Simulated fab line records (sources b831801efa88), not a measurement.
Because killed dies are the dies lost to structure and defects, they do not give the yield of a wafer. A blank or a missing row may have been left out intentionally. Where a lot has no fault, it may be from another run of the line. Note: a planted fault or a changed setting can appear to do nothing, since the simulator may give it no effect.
One fault seen from 2 desks + flow sky130 + numbers are kept per desk, each desk with only its own; the story behind them comes last

## THE METROLOGY DESK
Lot by lot, what the gauges showed, no matter which tool ran the lot: averages of those sampled wafers that carry a number. Marked OUT: a lot whose mean sits more than 4 standard deviations from the usual mean, which makes it out of limits; the brackets give that distance.
Columns: A = cdNm at SKY_FIELD_ISO_CD_MEAS_13, usual 149.9 nm; B = FIELD_ISO_OXIDATION_01_THK at SKY_FIELD_ISO_THK_MEAS_23, usual 10.11 nm; C = FIELD_ISO_CVD_24_THK at SKY_FIELD_ISO_THK_MEAS_25, usual 594 nm
| lot  | first seen here | A     | B     | C   |
|------|-----------------|-------|-------|-----|
| L838 | day 3 16:42     | 148.3 | 10.22 | 600 |
| L843 | day 4 13:11     | 149.5 | 10.26 | 591 |
| L850 | day 6 02:05     | 148.8 | 10.07 | 597 |
| L851 | day 6 08:13     | 146.8 | 9.98  | 589 |
| L852 | day 6 14:23     | 151.5 | 10.18 | 598 |
| L855 | day 7 04:28     | 152.0 | 10.00 | 589 |
Finding of this desk: none of the 6 lots has anything out of limits.

## THE TOOL OWNER'S DESK: wetBench-04
The tool's own readings at SKY_FIELD_ISO_WET_ETCH_18 (etches Si3N4 in H3PO4, target depth 25 nm, time 286 s): means of the sampled wafers that have a number, for each lot that ran on this tool. Marked OUT: a lot whose mean sits more than 4 standard deviations from the usual mean, which makes it out of limits; the brackets give that distance.
Columns: A = runLengthS at SKY_FIELD_ISO_WET_ETCH_18, usual 314 s
| lot  | first seen here | A             |
|------|-----------------|---------------|
| L843 | day 4 13:34     | 319           |
| L850 | day 6 02:28     | 188 (-31) OUT |
| L851 | day 6 08:35     | 187 (-31) OUT |
This desk's verdict: out of limits on L850, L851, starting with L850 at day 6 02:28 (runLengthS at SKY_FIELD_ISO_WET_ETCH_18). Within limits: L843.

## ALL TOGETHER
At day 6 02:28, on L850, L851, the tool owner's desk was in a position to raise an alarm.
Nothing out of limits was seen by the metrology desk.
The metrology desk has L850, L851 on record, within its limits.
Every lot named ran SKY_FIELD_ISO_WET_ETCH_18 on wetBench-04.

## WHAT THE SIMULATOR HAD PUT IN
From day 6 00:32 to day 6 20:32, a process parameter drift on wetBench-04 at SKY_FIELD_ISO_WET_ETCH_18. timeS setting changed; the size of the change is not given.
Shown lots that were struck: L850, L851.
How many hours passed from the start of the fault until each desk's first out-of-limits reading: the tool owner's desk, 2.
